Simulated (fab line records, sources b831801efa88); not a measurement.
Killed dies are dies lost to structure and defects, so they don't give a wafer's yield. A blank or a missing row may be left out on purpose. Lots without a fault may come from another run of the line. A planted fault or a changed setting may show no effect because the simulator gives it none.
fab line records | flow sky130
record lots=6 wafers=16 last_day=49
route steps=708 shown CONTACT@410
lots that met no fault: from a run of the same line without faults
start_h: hours from the record's first day to the start of the lot's first wafer shown | wait_h: hours since the lot's step before | " the same as in the row above | L1.1+2: a row that stands for several wafers | - no value, or no start given | * or withheld: withheld | < > ~ a bound
route shown NAME@n: a module of which the file shows steps, and the number in the route of the first | usual: mean/standard deviation of fault-free wafers | same: alike in all rows | chamber/n: place in a boat | sites: the reading at each site | _std_site: their standard deviation | _edge_site: outer sites' mean less inner sites' | radius_mm: how far each site lies from the wafer's centre | mask NAME#n: copy n | behind: the tool/chamber that last shaped the wafer | hold: why the lot was held/for how many hours/how that ended | device: the transistor (n, p or np) that didn't switch | end of line: the same wafers' tests at the end of the route | a step without rows: its recipe alone | killed: dies lost to structure and defects at the first sort, not the wafer's yield | map: a wafer's dies, x killed, . not, _ none there
set.NAME: the setting as run; set.NAME@STEP: as run at that earlier step | model.NAME: the simulator's own value behind a step, which no gauge read
lots at some steps of the route; a table a step, a row a wafer
services: from which hour (start_h, from the record's first day; less than 0 if before it) a tool's chamber was out of use, for how many hours, and why
## steps
# step SKY_CONTACT_CMP_04
# recipe material=SiO2 down_force_psi=4 platen_rpm=60 pad_velocity_m_s=0.94248
# usual motor_current_A=12.7/1.3 time_to_endpoint_s=82/4.9
# columns lot.wafer tool chamber start_h wait_h motor_current_A time_to_endpoint_s
L242.1 cmp-01 1 729.66 0.1 11.4 76
L242.2 " 3 " " 13.6 76
L242.3 " 0 " " 11.7 83
L245.4 cmp-01 1 760.91 0.1 11.4 85
L245.2 " 2 " " 15.1 80
L245.6 " 0 " " 11.9 82
L246.2 cmp-02 3 764.70 0.3 14.2 77
L246.3 " 0 " " 11.4 86
L246.6 " 1 " " 11.8 80
L253.2 cmp-01 3 821.86 0.0 13.1 86
L253.5 " 3 " " 13.4 84
L253.6 " 0 " " 11.4 88
L255.2 cmp-02 0 842.36 0.1 12.4 80
L255.4 " 1 " " 11.7 74
L256.4 cmp-02 2 851.02 0.2 12.4 79
L256.5 " 3 " " 14.5 72
# step SKY_CONTACT_BOW_MEAS_05
# recipe mode=bow
# usual CONTACT_BOW=82/7
# columns lot.wafer tool chamber start_h wait_h CONTACT_BOW[um]
L242.1 film_metro-03 - 729.96 0.2 75
L242.2 " - " " 77
L242.3 " - " " 88
L245.2 film_metro-01 - 761.18 0.2 75
L245.4 " - " " 74
L245.6 " - " " 69
L246.2 film_metro-01 - 764.92 0.2 75
L246.3 " - " " 85
L246.6 " - " " 79
L253.2 film_metro-01 - 822.18 0.3 93
L253.5 " - " " 72
L253.6 " - " " 74
L255.2 film_metro-03 - 842.63 0.2 80
L255.4 " - " " 89
L256.4 film_metro-01 - 851.23 0.2 95
L256.5 " - " " 89
# step SKY_CONTACT_DEHYDRATE_06
# recipe temp_c=200 time_s=60
# step SKY_CONTACT_HMDS_07
# recipe prime_time_s=60 prime_temp_c=120
# step SKY_CONTACT_COAT_08
# recipe resist=BARC temp_c=withheld time_s=withheld spin_rpm=3000 resist_thk_nm=60
# step SKY_CONTACT_COAT_09
# recipe resist=KrF-thick spin_rpm=3000 resist_thk_nm=450
# step SKY_CONTACT_SOFTBAKE_10
# recipe temp_c=100 time_s=90 resist=KrF-thick
# step SKY_CONTACT_EXPOSE_11
# recipe mask_id=CTM1 na=0.8 source_shape=annular sigma_inner=0.55 sigma_outer=0.85 target_cd_nm=170 dose_mj=38
# step SKY_CONTACT_PEB_12
# recipe peb_temp_c=withheld peb_time_s=withheld resist=KrF-thick
# step SKY_CONTACT_DEVELOP_13
# recipe develop_time_s=60 resist=KrF-thick dev_temp_c=21
# step SKY_CONTACT_CD_MEAS_14
# recipe target_cd_nm=170
# usual cd_nm=169.6/1.4
# columns lot.wafer tool chamber start_h wait_h cd_nm
L242.1 cd_sem-02 - 756.58 - 172.5
L242.2 " - " " 170.1
L242.3 " - " " 171.3
L245.2 cd_sem-01 - 788.79 - 170.6
L245.4 " - " " 170.5
L245.6 " - " " 170.7
L246.2 cd_sem-02 - 791.60 - 168.4
L246.3 " - " " 167.3
L246.6 " - " " 167.3
L253.2 cd_sem-01 - 850.51 - 166.9
L253.5 " - " " 167.3
L253.6 " - " " 169.6
L255.2 cd_sem-02 - 870.94 - 170.2
L255.4 " - " " 169.5
L256.4 cd_sem-02 - 878.70 - 170.7
L256.5 " - " " 171.3
# step SKY_CONTACT_OVL_MEAS_15
# usual CONTACT_OVL=0/6.2
# columns lot.wafer tool chamber start_h wait_h CONTACT_OVL[nm]
L242.1 overlay-02 - 756.70 0.1 -8
L242.2 " - " " -9
L242.3 " - " " -9
L245.2 overlay-02 - 788.90 0.1 2
L245.4 " - " " 6
L245.6 " - " " 5
L246.2 overlay-01 - 791.71 0.1 4
L246.3 " - " " -3
L246.6 " - " " 8
L253.2 overlay-02 - 850.61 0.1 -9
L253.5 " - " " -5
L253.6 " - " " -5
L255.2 overlay-01 - 871.05 0.1 3
L255.4 " - " " -1
L256.4 overlay-02 - 878.77 0.1 -9
L256.5 " - " " -4
# step SKY_CONTACT_ETCH_16
# recipe chemistry=N2/H2 target=BARC ion_energy_ev=200 source_w=500 bias_w=100 pressure_mtorr=30 n2_flow_sccm=100 h2_flow_sccm=200 stop_on=SiO2 time_s=45.9 target_depth_a=600
# usual chamber_pressure_mTorr=30.00/0.032 drypump_motor_current_A=5.5/0.39 h2_flow_sccm=200.1/0.61 n2_flow_sccm=99.99/0.3 oes_product_au=0.854/0.0055 throttle_valve_pct=13.224/0.0092
# columns lot.wafer tool chamber start_h wait_h chamber_pressure_mTorr drypump_motor_current_A h2_flow_sccm n2_flow_sccm oes_product_au rf_hours_counter_h throttle_valve_pct model.KrF-thick_of_CONTACT_COAT_09.thk_nm
L242.1 rie_diel-02 0 756.74 0.0 29.96 5.7 200.5 100.59 0.855 35 13.217 394.4
L242.2 " 3 " " 29.98 5.4 200.4 99.78 0.857 36 13.217 393.3
L242.3 " 1 " " 30.00 5.9 200.1 100.23 0.857 3 13.228 393.6
L245.2 rie_diel-04 3 788.93 0.0 29.95 5.1 200.0 99.87 0.850 17 13.220 393.4
L245.4 " 2 " " 30.00 5.2 199.7 100.32 0.847 18 13.226 392.8
L245.6 " 0 " " 29.99 5.1 200.6 99.96 0.859 - 13.216 392.6
L246.2 rie_diel-01 1 791.74 0.0 30.05 5.5 199.8 99.74 0.847 12 13.230 393.6
L246.3 " 2 " " 29.99 5.8 199.8 99.77 0.859 9 13.223 393
L246.6 " 3 " " 30.00 5.5 200.0 99.39 0.846 - 13.219 393.7
L253.2 rie_diel-01 1 850.64 0.0 30.00 5.5 200.9 99.57 0.848 14 13.216 391.8
L253.5 " 0 " " 29.96 5.0 201.1 100.27 0.863 - 13.246 391.6
L253.6 " 1 " " 30.01 5.5 199.8 99.91 0.853 - 13.237 393.3
L255.2 rie_diel-04 0 871.08 0.0 30.02 5.1 199.9 99.65 0.869 7 13.225 395.3
L255.4 " 2 " " 29.96 5.2 200.1 100.05 0.858 21 13.226 392
L256.4 rie_diel-04 2 878.79 0.0 29.97 5.2 199.8 99.73 0.852 21 13.237 394.9
L256.5 " 1 " " 29.99 6.2 199.3 100.20 0.849 - 13.217 394.7
# step SKY_CONTACT_ETCH_17
# recipe target=SiO2 chemistry=C4F8/O2/Ar stop_on=Si3N4 mask_material=KrF-thick source_w=1500 bias_w=1200 pressure_mtorr=40 c4f8_flow_sccm=withheld O2_flow_sccm=6 Ar_flow_sccm=300 time_s=withheld target_depth_a=3400
# usual chamber_pressure_mTorr=40.00/0.04 oes_product_au=0.891/0.0053
# columns lot.wafer tool chamber start_h wait_h chamber_pressure_mTorr oes_product_au
L242.1 rie_diel-02 0 756.78 0.0 40.02 0.893
L242.2 " 3 " " 40.01 0.882
L242.3 " 1 " " 39.94 0.891
L245.2 rie_diel-04 3 788.97 0.0 40.04 0.890
L245.4 " 2 " " 40.02 0.890
L245.6 " 0 " " 39.95 0.895
L246.2 rie_diel-01 1 791.78 0.0 39.93 0.894
L246.3 " 2 " " 39.94 0.897
L246.6 " 3 " " 39.98 0.890
L253.2 rie_diel-01 1 850.68 0.0 40.03 0.889
L253.5 " 0 " " 40.00 0.881
L253.6 " 1 " " 39.98 0.891
L255.2 rie_diel-04 0 871.12 0.0 40.05 0.885
L255.4 " 2 " " 40.00 0.880
L256.4 rie_diel-04 2 878.83 0.0 39.99 0.882
L256.5 " 1 " " 39.99 0.892
## services
# columns tool chamber start_h hours kind
rie_diel-04 - 708.02 0.6 repair
cmp-01 - 708.68 1.6 repair
cmp-01 - 711.25 8.9 repair
cmp-02 - 714.11 1.1 repair
cmp-01 - 732.15 0.6 repair
rie_diel-04 1 733.37 5.7 repair
rie_diel-02 0 743.89 6.9 repair
cmp-02 - 744.00 4.0 pm
cmp-02 - 748.00 - consumable_replace:conditioner
cmp-02 - 748.00 - consumable_replace:pad
rie_diel-02 1 749.22 2.2 repair
rie_diel-01 - 752.37 0.6 repair
rie_diel-02 2 755.86 - clean
rie_diel-02 2 755.86 18.9 scheduled_down
rie_diel-02 2 755.86 18.9 vent_cycle
rie_diel-04 - 773.13 2.8 pm
rie_diel-02 2 800.24 14.3 repair
cmp-02 - 801.70 16.7 pm
rie_diel-04 3 834.40 19.4 repair
rie_diel-02 - 837.70 0.6 repair
cmp-01 - 839.14 13.2 repair
rie_diel-01 3 843.00 1.2 repair
rie_diel-02 3 849.47 9.4 repair
rie_diel-01 - 875.10 0.3 repair
## key
first_sign none at tools or gauges
model_effect step=SKY_CONTACT_ETCH_16 value=KrF-thick_of_CONTACT_COAT_09.thk_nm without=391.9 struck=394.2
met_at SKY_CONTACT_ETCH_16
struck_wafers L255.2,L255.4,L256.4,L256.5
tester_left_out L255,L256
onset_between 788.93 871.08
also_fits time
fault kind=process_parameter_drift tool=rie_diel-04 chamber=- onset_h=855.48 steps=SKY_CONTACT_ETCH_16 channel=ion_energy_ev offset=-32 shape=step end_h=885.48 acts_in=these_recipes_only stated=200
# tester_left_out: of these lots the tester's yield and bins aren't shown, on N5 and GAA mostly nor the transistor test; their killed dies are dies lost to structure and defects alone, not to doping, threshold or leakage, so they don't give the yield
